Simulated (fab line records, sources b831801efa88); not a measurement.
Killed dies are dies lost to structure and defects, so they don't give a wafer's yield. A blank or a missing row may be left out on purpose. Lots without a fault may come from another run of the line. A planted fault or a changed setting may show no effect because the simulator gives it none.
A struck lot beside a sound one | flow sky130 | 43 steps out of a route of 708
Sound: wafers L477.1, L477.3, L477.5. Struck: wafers L468.1, L468.4, L468.5. The cause comes at the end.
At each step with rows: each side's tool, then ch and its chambers, then its first start. Under that, the readings that differ: sound wafers | struck wafers | difference of the means | sigmas: that difference in standard deviations of wafers without a fault.
alike: readings whose means differ by less than 2 such deviations, and words and numbers that are the same on both sides. not compared: withheld readings, readings that some wafer has no value for, bounds like >300 that may hide the same value, and numbers for which the record gives no deviation and whose values overlap.
The two part at a step that has a row with sigmas, a row that says differs or no value, or rows on one side only. Numbers that don't overlap but have no deviation are shown without sigmas and don't part them. A reading that every wafer of one side lacks parts them only if that side has two wafers or more.

first, 5 steps without rows for these wafers: SKY_METAL1_COAT_10 (resist thk 450 nm); SKY_METAL1_SOFTBAKE_11 (time 90 s); SKY_METAL1_EXPOSE_12 (exposes mask MM1, target cd 140 nm); SKY_METAL1_PEB_13; SKY_METAL1_DEVELOP_14 (develop time 60 s).
SKY_METAL1_CD_MEAS_15: target cd 140 nm.
  sound on cd_sem-01, day 37 00:10; struck on cd_sem-02, day 33 21:04
  alike: cd_nm
SKY_METAL1_OVL_MEAS_16:
  sound on overlay-02, day 37 00:17; struck on overlay-01, day 33 21:11
  reading         | sound     | struck | difference | sigmas
  METAL1_OVL (nm) | -5 -2 -11 | 8 8 7  | +14        | +3
SKY_METAL1_DESCUM_17: chemistry O2, time 8 s.
  sound on rie_metal-03 ch 1, day 37 00:19; struck on rie_metal-03 ch 0,1, day 33 21:14
  alike: drypump_motor_current_A, oes_product_au
  not compared: rf_hours_counter_h
then, 4 steps without rows for these wafers: SKY_METAL1_ETCH_18 (etches BARC in N2/H2, stops on SiO2, time 47.78 s, target depth 60 nm); SKY_METAL1_METAL_ETCH_19 (etches the open film in Cl2/BCl3, stops on SiO2, target depth 360 nm, time 78 s); SKY_METAL1_STRIP_20 (strips in O2/N2); SKY_METAL1_STRIP_21 (strips in post etch residue remover, time 1200 s).
SKY_METAL1_CLEAN_22: cleans in IPA, time 180 s.
  sound on wet_bench-04 ch 0, day 37 01:10; struck on wet_bench-04 ch 1, day 33 21:51
then, 2 steps without rows for these wafers: SKY_METAL1_CLEAN_23 (cleans in O3/DIW); SKY_VIA1_HDPCVD_00 (deposits SiO2, target thk 1030 nm, time 171.7 s).
SKY_VIA1_THK_MEAS_01:
  sound on film_metro-04, day 37 01:25; struck on film_metro-02, day 33 22:10
  alike: VIA1_HDPCVD_THK
then, 1 step without rows for these wafers: SKY_VIA1_CMP_02 (polishes SiO2).
SKY_VIA1_BOW_MEAS_03:
  sound on film_metro-04, day 37 01:47; struck on film_metro-01, day 33 22:32
  alike: VIA1_BOW
then, 8 steps without rows for these wafers: SKY_VIA1_DEHYDRATE_04 (time 60 s); SKY_VIA1_HMDS_05 (prime time 60 s); SKY_VIA1_COAT_06 (resist thk 60 nm); SKY_VIA1_COAT_07 (resist thk 450 nm); SKY_VIA1_SOFTBAKE_08 (time 90 s); SKY_VIA1_EXPOSE_09 (exposes mask VIM, target cd 150 nm); SKY_VIA1_PEB_10; SKY_VIA1_DEVELOP_11 (develop time 60 s).
SKY_VIA1_CD_MEAS_12: target cd 150 nm.
  sound on cd_sem-01, day 38 03:04; struck on cd_sem-01, day 35 01:22
  alike: cd_nm
SKY_VIA1_OVL_MEAS_13:
  sound on overlay-01, day 38 03:11; struck on overlay-02, day 35 01:29
  alike: VIA1_OVL
then, 2 steps without rows for these wafers: SKY_VIA1_ETCH_14 (etches BARC in N2/H2, stops on SiO2, time 45.9 s, target depth 60 nm); SKY_VIA1_ETCH_15 (etches SiO2 in C4F8/O2/Ar, stops on TiN, target depth 351 nm, time 54 s).
SKY_VIA1_STRIP_16: strips in O2/N2.
  sound on plasma_asher-03 ch 0, day 38 03:19; struck on plasma_asher-01 ch 0,1, day 35 01:37
  alike: drypump_motor_current_A, oes_product_au, strip_time_to_endpoint_s
  not compared: rf_hours_counter_h
then, 4 steps without rows for these wafers: SKY_VIA1_STRIP_17 (strips in post etch residue remover, time 1200 s); SKY_VIA1_CLEAN_18 (cleans in IPA, time 180 s); SKY_VIA1_CLEAN_19 (cleans in O3/DIW); SKY_VIA1_SPUTTER_20 (material TiN, target thk 20 nm, time 80 s).
SKY_VIA1_CVD_21: deposits W, target thk 270 nm, time 80.902 s.
  sound on cvd_w-01 ch 0, day 38 03:59; struck on cvd_w-01 ch 0,1, day 35 02:16
  alike: chamber_pressure_Torr, heater_power_w
SKY_VIA1_RS_MEAS_22: measures by four-point-probe.
  sound on film_metro-02, day 38 04:04; struck on film_metro-01, day 35 02:22
  alike: VIA1_W_RS
SKY_VIA1_THK_MEAS_23: measures by xrf.
  sound on film_metro-02, day 38 04:11; struck on film_metro-01, day 35 02:29
  alike: VIA1_W_THK
SKY_VIA1_CMP_24: polishes, stops on SiO2, t overpolish 15 s, target thk 0 nm.
  sound on cmp-02 ch 1,2, day 38 04:18; struck on cmp-01 ch 2,3, day 35 02:32
  alike: head_pressure_psi, motor_current_A, overpolish_run_s, time_to_endpoint_s
SKY_METAL2_SPUTTER_00: material Ti, target thk 15 nm, time 10 s.
  sound on pvd_sputter-01, day 38 04:33; struck on pvd_sputter-03, day 35 02:50
  alike: throttle_valve_pct
then, 2 steps without rows for these wafers: SKY_METAL2_SPUTTER_01 (material TiN, target thk 20 nm, time 16.7 s); SKY_METAL2_SPUTTER_02 (material AlCu, target thk 250 nm, time 13.3 s).
-- the record jumps here: 11 days lie between the struck wafers' starts before and after (it left off in module METAL2 and takes up again in module PAD_OPEN, whose first step shown is number 708 of the route) --
SKY_PAD_OPEN_PROBE_99:
  sound on prober-02, day 49 01:53; struck on prober-02, day 46 13:32
  reading                               | sound             | struck            | difference | sigmas
  defect_limited_yield (%)              | 81.5 82.1 81.5    | 77.0 73.0 77.4    | -5.9       | -3
  killed_at_M0_to_M3                    | 46 51 46          | 76 89 68          | +30        | +4
  killed_dies                           | 91 88 91          | 113 133 111       | +29        | +3
  sort_bin_3_pad_short (%)              | 1.4 1.2 0.4       | 3.9 3.3 3.7       | +2.6       | +7
  sort_n_pass                           | 401 404 401       | 379 359 381       | -29        | -3
  sort_yield_pct (%)                    | 81.5 82.1 81.5    | 77.0 73.0 77.4    | -5.9       | -3
  model.etest.tester.sort_n_pass        | 401 404 401       | 379 359 381       | -29        |
  model.etest.tester.sort_yield_pct (%) | 81.5 82.11 81.5   | 77.03 72.97 77.44 | -5.89      |
  model.etest.tester.sort_bin_3_pct (%) | 1.423 1.22 0.4065 | 3.862 3.252 3.659 | +2.574     |
  alike: killed_at_M4_up, killed_at_contacts, killed_at_front_end, killed_at_other, killed_open, killed_short, sort_bin_5_function, sort_bin_6_memory
  not compared: model.etest.tester.sort_bin_5_pct

WHERE THEY PART
First at SKY_METAL1_OVL_MEAS_16; last, within this record, at SKY_PAD_OPEN_PROBE_99.

WHY: what the simulator had put in
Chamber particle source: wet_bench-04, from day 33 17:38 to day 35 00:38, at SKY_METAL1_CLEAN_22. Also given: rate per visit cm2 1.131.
